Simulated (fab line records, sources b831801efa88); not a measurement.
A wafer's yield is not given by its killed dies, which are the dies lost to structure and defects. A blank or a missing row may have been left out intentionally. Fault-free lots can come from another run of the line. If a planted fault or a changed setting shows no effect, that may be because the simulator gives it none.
fab line records	flow gf180mcu
[record] lots = 11	wafers = 33	lastDay = 34
route steps=602 shown NWELL@52 LVPWELL@63 MVPSD@139 CONTACT@303 V1@352
lots that met no fault: from a run of the same line without faults
startH: hours from the record's first day to the start of the lot's first wafer shown	waitH: hours elapsed since this lot's preceding step	" as in the row above	L1.1+2: a row that stands for several wafers	- no value, or no start given	* or withheld: withheld	< > ~ a bound
route shown NAME@n: a module of which the file shows steps, and the number in the route of the first	usual: mean/standard deviation of fault-free wafers	same: alike in all rows	chamber/n: place in a boat	sites: per-site readings	_std_site: the standard deviation of these	_edge_site: inner sites' mean taken away from outer sites' mean	radiusMm: for every site, how far away it sits from the centre of the wafer	mask NAME#n: copy n	behind: tool/chamber where the wafer was last shaped	hold: cause of the lot's hold/its duration in hours/its outcome	device: transistor that didn't switch, given as n, p or np	end of line: at the end of the route, the tests of the same wafers	a step with no rows: only its recipe	killed: not the wafer's yield, but the dies lost to structure and defects at the first sort	map: shows each die of a wafer: x if killed, . if not, _ if none is there
set.NAME: the setting as run; set.NAME@STEP: as run at that earlier step	model.NAME: the simulator's own value behind a step, which no gauge read
one table for each step of the route and one row for each wafer, over a sample of lots
services: when a tool's chamber went out of use (startH, in hours from the record's first day, below 0 if earlier), for how many hours, and the reason
[[steps]]
[step GF_NWELL_STRIP_10]
[recipe] chemistry = O2/N2	powerW = 1400	pressureMtorr = 1500	platenTempC = 250	o2FlowSccm = 3000	n2FlowSccm = 300	overashFraction = 0.5
[usual] drypumpMotorCurrentA = 5.6/0.53	heaterPowerW = 355/40	oesProductAu = 0.723/0.0045	stripTimeToEndpointS = 36.99/0.12
lot.wafer	tool	chamber	startH	waitH	drypumpMotorCurrentA	heaterPowerW	oesProductAu	rfHoursCounterH	stripTimeToEndpointS
L341.3	plasmaAsher-03	1	60.62	0.1	5.7	316	0.719	-	36.99
L341.4	"	0	"	"	4.7	420	0.718	-	37.02
L341.5	"	0	"	"	4.7	428	0.721	-	37.09
L342.1	plasmaAsher-04	0	71.49	0.1	5.3	333	0.736	42	36.86
L342.5	"	1	"	"	5.8	341	0.722	-	36.91
L342.6	"	0	"	"	5.3	324	0.720	-	36.88
L344.1	plasmaAsher-01	1	78.09	0.1	5.7	355	0.726	43	37.18
L344.3	"	1	"	"	5.6	358	0.723	-	37.27
L344.4	"	0	"	"	6.5	373	0.724	-	37.26
L347.1	plasmaAsher-03	0	92.27	0.1	4.7	430	0.724	45	37.06
L347.4	"	0	"	"	4.7	424	0.724	-	37.08
L347.6	"	1	"	"	5.7	322	0.728	-	37.17
L348.4	plasmaAsher-01	0	101.65	0.1	6.5	368	0.720	-	36.97
L348.5	"	0	"	"	6.5	375	0.725	-	37.01
L348.6	"	1	"	"	5.7	352	0.720	-	36.99
L350.1	plasmaAsher-04	0	109.83	0.1	5.3	326	0.715	45	36.80
L350.3	"	1	"	"	5.8	328	0.731	-	36.84
L350.6	"	1	"	"	5.8	338	0.725	-	36.87
L356.2	plasmaAsher-04	0	143.48	0.1	5.3	320	0.723	49	37.02
L356.3	"	1	"	"	5.9	327	0.709	-	36.99
L356.5	"	0	"	"	5.3	326	0.720	-	36.93
L357.4	plasmaAsher-04	1	150.05	0.1	5.8	331	0.727	-	36.85
L357.5	"	0	"	"	5.3	327	0.721	-	37.02
L357.6	"	1	"	"	5.9	320	0.728	-	36.90
L360.3	plasmaAsher-04	1	164.87	0.1	5.9	344	0.726	-	37.05
L360.4	"	0	"	"	5.3	330	0.729	-	36.92
L360.6	"	1	"	"	5.8	328	0.719	-	37.00
L361.3	plasmaAsher-03	1	171.55	0.1	5.7	312	0.724	-	36.78
L361.4	"	0	"	"	4.7	437	0.729	-	36.90
L361.5	"	0	"	"	4.7	434	0.723	-	36.80
L363.2	plasmaAsher-03	1	181.28	0.1	5.7	321	0.723	6	37.06
L363.4	"	0	"	"	4.7	426	0.723	-	37.04
L363.6	"	0	"	"	4.7	436	0.718	-	37.02
[step GF_LVPWELL_IMPLANT_09]
[recipe] species = B	energyKev = 60	doseCm2 = 5e+12	tiltDeg = 0
[usual] endStationPressureTorr = 5.03e-06/2.7e-07
lot.wafer	tool	chamber	startH	waitH	endStationPressureTorr
L341.3	implanter-02	0	74.18	0.1	4.81e-06
L341.4	"	0	"	"	5.14e-06
L341.5	"	0	"	"	5.29e-06
L342.1	implanter-01	0	85.18	0.1	4.99e-06
L342.5	"	0	"	"	4.97e-06
L342.6	"	0	"	"	4.76e-06
L344.1	implanter-02	0	91.38	0.1	5.38e-06
L344.3	"	0	"	"	4.78e-06
L344.4	"	0	"	"	4.9e-06
L347.1	implanter-02	0	106.48	0.1	4.95e-06
L347.4	"	0	"	"	5.2e-06
L347.6	"	0	"	"	4.93e-06
L348.4	implanter-01	0	115.56	0.1	5.61e-06
L348.5	"	0	"	"	5.55e-06
L348.6	"	0	"	"	4.95e-06
L350.1	implanter-02	0	124.88	0.1	4.88e-06
L350.3	"	0	"	"	5.31e-06
L350.6	"	0	"	"	5.05e-06
L356.2	implanter-02	0	159.46	0.1	4.55e-06
L356.3	"	0	"	"	4.74e-06
L356.5	"	0	"	"	4.38e-06
L357.4	implanter-03	0	166.21	0.1	5.05e-06
L357.5	"	0	"	"	4.75e-06
L357.6	"	0	"	"	5.34e-06
L360.3	implanter-02	0	181.27	0.1	5.11e-06
L360.4	"	0	"	"	5.02e-06
L360.6	"	0	"	"	5.11e-06
L361.3	implanter-03	0	188.58	0.1	5.06e-06
L361.4	"	0	"	"	4.92e-06
L361.5	"	0	"	"	5.32e-06
L363.2	implanter-02	0	198.69	0.1	5.01e-06
L363.4	"	0	"	"	5.57e-06
L363.6	"	0	"	"	5.08e-06
[step GF_VT_IMPLANT_RS_MEAS_48]
[recipe] thkMeasGauge = four-point-probe
[usual] LVPWELL_RS = 1197/3.1
lot.wafer	tool	chamber	startH	waitH	hold	LVPWELL_RS[ohm/sq]
L341.3	filmMetro-04	-	164.93	0.1	-	1198
L341.4	"	-	"	"	-	1196
L341.5	"	-	"	"	-	1198
L342.1	filmMetro-01	-	176.25	0.1	-	1193
L342.5	"	-	"	"	-	1194
L342.6	"	-	"	"	-	1194
L344.1	filmMetro-04	-	183.64	0.1	-	1194
L344.3	"	-	"	"	-	1192
L344.4	"	-	"	"	-	1196
L347.1	filmMetro-04	-	202.52	0.1	-	1201
L347.4	"	-	"	"	-	1202
L347.6	"	-	"	"	-	1204
L348.4	filmMetro-01	-	213.73	0.1	-	1191
L348.5	"	-	"	"	-	1194
L348.6	"	-	"	"	-	1192
L350.1	filmMetro-04	-	225.84	0.1	-	1196
L350.3	"	-	"	"	-	1195
L350.6	"	-	"	"	-	1196
L356.2	filmMetro-01	-	265.56	0.1	-	1199
L356.3	"	-	"	"	-	1198
L356.5	"	-	"	"	-	1203
L357.4	filmMetro-01	-	273.90	0.1	-	1194
L357.5	"	-	"	"	-	1196
L357.6	"	-	"	"	-	1197
L360.3	filmMetro-02	-	294.03	0.1	awaitDispo/0.2h/release	1219
L360.4	"	-	"	"	awaitDispo/0.2h/release	1221
L360.6	"	-	"	"	awaitDispo/0.2h/release	1222
L360.3	filmMetro-02	-	294.32	0.3	-	1217
L360.4	"	-	"	"	-	1222
L360.6	"	-	"	"	-	1223
L361.3	filmMetro-02	-	301.08	0.1	-	1200
L361.4	"	-	"	"	-	1195
L361.5	"	-	"	"	-	1197
L363.2	filmMetro-01	-	313.45	0.1	awaitDispo/0.2h/release	1225
L363.4	"	-	"	"	awaitDispo/0.2h/release	1218
L363.6	"	-	"	"	awaitDispo/0.2h/release	1224
L363.2	filmMetro-01	-	313.74	0.3	-	1227
L363.4	"	-	"	"	-	1219
L363.6	"	-	"	"	-	1225
[step GF_VT_IMPLANT_RS_MEAS_49]
[recipe] thkMeasGauge = four-point-probe
[usual] MVPSD_RS = 1178/3.1
lot.wafer	tool	chamber	startH	waitH	hold	MVPSD_RS[ohm/sq]
L341.3	filmMetro-04	-	165.05	0.1	-	1178
L341.4	"	-	"	"	-	1182
L341.5	"	-	"	"	-	1181
L342.1	filmMetro-01	-	176.37	0.1	-	1187
L342.5	"	-	"	"	-	1182
L342.6	"	-	"	"	-	1185
L344.1	filmMetro-04	-	183.76	0.1	-	1177
L344.3	"	-	"	"	-	1178
L344.4	"	-	"	"	-	1176
L347.1	filmMetro-04	-	202.64	0.1	-	1173
L347.4	"	-	"	"	-	1176
L347.6	"	-	"	"	-	1173
L348.4	filmMetro-01	-	213.85	0.1	-	1177
L348.5	"	-	"	"	-	1177
L348.6	"	-	"	"	-	1175
L350.1	filmMetro-04	-	225.96	0.1	-	1173
L350.3	"	-	"	"	-	1173
L350.6	"	-	"	"	-	1178
L356.2	filmMetro-01	-	265.68	0.1	-	1179
L356.3	"	-	"	"	-	1177
L356.5	"	-	"	"	-	1176
L357.4	filmMetro-01	-	274.02	0.1	-	1176
L357.5	"	-	"	"	-	1174
L357.6	"	-	"	"	-	1173
L360.3	filmMetro-02	-	297.78	3.4	awaitDispo/3.3h/release	1178
L360.4	"	-	"	"	awaitDispo/3.3h/release	1176
L360.6	"	-	"	"	awaitDispo/3.3h/release	1178
L361.3	filmMetro-02	-	301.20	0.1	-	1179
L361.4	"	-	"	"	-	1177
L361.5	"	-	"	"	-	1176
L363.2	filmMetro-01	-	323.32	9.6	awaitDispo/9.5h/release	1176
L363.4	"	-	"	"	awaitDispo/9.5h/release	1182
L363.6	"	-	"	"	awaitDispo/9.5h/release	1178
[step GF_CONTACT_ETCH_16]
[recipe] chemistry = N2/H2	targetDepthA = withheld	overetchA = withheld	timeS = withheld	target = BARC	ionEnergyEv = 200	sourceW = 500	biasW = 100	pressureMtorr = 30	n2FlowSccm = 100	h2FlowSccm = 200
[usual] drypumpMotorCurrentA = 5.7/0.47	oesProductAu = 0.854/0.0044	rfFwdPowerW = 495.3/1.8	throttleValvePct = 13.225/0.0086
lot.wafer	tool	chamber	startH	waitH	drypumpMotorCurrentA	oesProductAu	rfFwdPowerW	throttleValvePct
L341.3	rieDiel-02	2	375.18	0.0	6.0	0.857	496.0	13.235
L341.4	"	1	"	"	5.9	0.847	494.6	13.217
L341.5	"	1	"	"	5.9	0.846	493.4	13.215
L342.1	rieDiel-02	1	384.78	0.0	5.9	0.854	493.6	13.220
L342.5	"	3	"	"	6.1	0.861	497.9	13.221
L342.6	"	2	"	"	6.0	0.856	492.7	13.229
L344.1	rieDiel-01	3	395.85	0.0	6.7	0.850	494.9	13.211
L344.3	"	1	"	"	5.3	0.856	498.1	13.228
L344.4	"	0	"	"	5.6	0.857	496.1	13.222
L347.1	rieDiel-02	3	419.38	0.0	6.0	0.854	495.6	13.236
L347.4	"	0	"	"	5.3	0.854	496.5	13.207
L347.6	"	1	"	"	5.9	0.847	495.9	13.223
L348.4	rieDiel-04	2	433.70	0.0	5.2	0.854	492.7	13.236
L348.5	"	2	"	"	5.2	0.855	493.2	13.238
L348.6	"	1	"	"	6.3	0.853	497.6	13.240
L350.1	rieDiel-04	1	452.28	0.0	6.3	0.855	497.1	13.241
L350.3	"	3	"	"	5.2	0.860	496.5	13.225
L350.6	"	0	"	"	5.1	0.856	495.7	13.234
L356.2	rieDiel-02	0	503.68	0.0	5.3	0.848	500.4	13.232
L356.3	"	2	"	"	6.0	0.863	492.9	13.231
L356.5	"	2	"	"	6.0	0.851	492.7	13.230
L357.4	rieDiel-01	0	511.88	0.0	5.6	0.858	494.0	13.210
L357.5	"	0	"	"	5.6	0.853	495.7	13.229
L357.6	"	1	"	"	5.3	0.859	497.4	13.211
L360.3	rieDiel-02	1	537.85	0.0	5.9	0.854	497.3	13.214
L360.4	"	0	"	"	5.3	0.852	500.2	13.228
L360.6	"	1	"	"	5.9	0.856	498.3	13.225
L361.3	rieDiel-04	1	546.80	0.0	6.3	0.859	497.1	13.236
L361.4	"	1	"	"	6.3	0.862	498.4	13.221
L361.5	"	0	"	"	5.1	0.851	494.4	13.226
L363.2	rieDiel-04	0	558.30	0.0	5.1	0.855	495.5	13.226
L363.4	"	0	"	"	5.1	0.860	494.3	13.228
L363.6	"	3	"	"	5.1	0.855	497.0	13.229
[step GF_V1_ETCH_17]
[recipe] chemistry = C4F8/O2/Ar	maskMaterial = KrF	target = SiO2	stopOn = TiN	sourceW = 1500	biasW = 1200	pressureMtorr = 40	c4f8FlowSccm = withheld	O2_flow_sccm = 6	Ar_flow_sccm = 300	timeS = withheld	targetDepthA = 6300
[usual] oesProductAu = 0.855/0.0043	rfFwdPowerW = 1493/4.9
lot.wafer	tool	chamber	startH	waitH	oesProductAu	rfFwdPowerW
L341.3	rieDiel-04	2	-	-	0.856	1486
L341.4	"	3	"	"	0.857	1497
L341.5	"	3	"	"	0.863	1499
L342.1	rieDiel-04	1	-	-	0.865	1496
L342.5	"	3	"	"	0.859	1490
L342.6	"	0	"	"	0.854	1491
L344.1	rieDiel-02	2	-	-	0.857	1487
L344.3	"	1	"	"	0.858	1505
L344.4	"	3	"	"	0.853	1498
L347.1	rieDiel-04	0	-	-	0.849	1491
L347.4	"	3	"	"	0.851	1493
L347.6	"	1	"	"	0.860	1498
L348.4	rieDiel-02	0	-	-	0.859	1489
L348.5	"	0	"	"	0.858	1492
L348.6	"	1	"	"	0.855	1498
L350.1	rieDiel-03	1	-	-	0.858	1494
L350.3	"	0	"	"	0.857	1498
L350.6	"	3	"	"	0.859	1487
L356.2	rieDiel-02	1	-	-	0.857	1491
L356.3	"	0	"	"	0.849	1491
L356.5	"	0	"	"	0.858	1494
L357.4	rieDiel-03	0	-	-	0.848	1494
L357.5	"	0	"	"	0.856	1490
L357.6	"	1	"	"	0.854	1485
L360.3	rieDiel-04	2	-	-	0.857	1495
L360.4	"	1	"	"	0.850	1496
L360.6	"	0	"	"	0.848	1492
L361.3	rieDiel-03	0	-	-	0.857	1485
L361.4	"	1	"	"	0.857	1493
L361.5	"	3	"	"	0.851	1493
L363.2	rieDiel-03	1	-	-	0.848	1499
L363.4	"	0	"	"	0.856	1495
L363.6	"	1	"	"	0.853	1490
[[services]]
tool	chamber	startH	hours	kind
rieDiel-02	2	39.08	5.9	repair
implanter-02	-	87.04	2.4	repair
plasmaAsher-04	-	100.56	2.8	pm
rieDiel-04	-	126.78	0.4	repair
rieDiel-04	-	134.01	15.6	pm
rieDiel-02	2	172.69	4.5	repair
implanter-02	-	174.96	2.4	repair
rieDiel-04	3	260.32	3.7	repair
rieDiel-04	2	279.88	20.9	repair
rieDiel-02	0	282.66	51.8	repair
rieDiel-04	1	292.98	6.6	repair
rieDiel-02	3	317.10	4.6	repair
rieDiel-04	-	332.22	2.8	pm
rieDiel-02	0	337.26	4.8	repair
rieDiel-02	3	355.77	5.5	repair
implanter-02	-	359.89	2.7	repair
implanter-02	-	396.35	3.7	repair
implanter-02	-	436.16	4.3	pm
rieDiel-04	2	500.94	62.1	repair
rieDiel-04	0	507.89	3.3	repair
rieDiel-04	1	510.59	14.2	repair
rieDiel-02	0	513.24	22.5	repair
rieDiel-04	3	576.60	38.2	repair
implanter-02	-	600.20	2.4	repair
[[key]]
[firstSign] step = GF_VT_IMPLANT_RS_MEAS_48	reading = LVPWELL_RS	direction = up	sigmas = 7.8	usual = 1197	struck = 1222
[effect] step = GF_VT_IMPLANT_RS_MEAS_48	reading = hold	direction = added
metAt GF_LVPWELL_IMPLANT_09
struckLots L360,L363
testerLeftOut L360,L363
notActingAt GF_NWELL_STRIP_10,GF_CONTACT_ETCH_16,GF_V1_ETCH_17
onsetBetween 159.46 181.27
[fault] kind = processParameterDrift	tool = implanter-02	chamber = -	onsetH = 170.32	steps = GF_LVPWELL_IMPLANT_09	channel = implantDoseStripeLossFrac	offset = 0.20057	shape = step	endH = 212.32
// testerLeftOut: of these lots the tester's yield and bins aren't shown, on N5 and GAA mostly nor the transistor test; their killed dies are dies lost to structure and defects alone, not to doping, threshold or leakage, so they don't give the yield
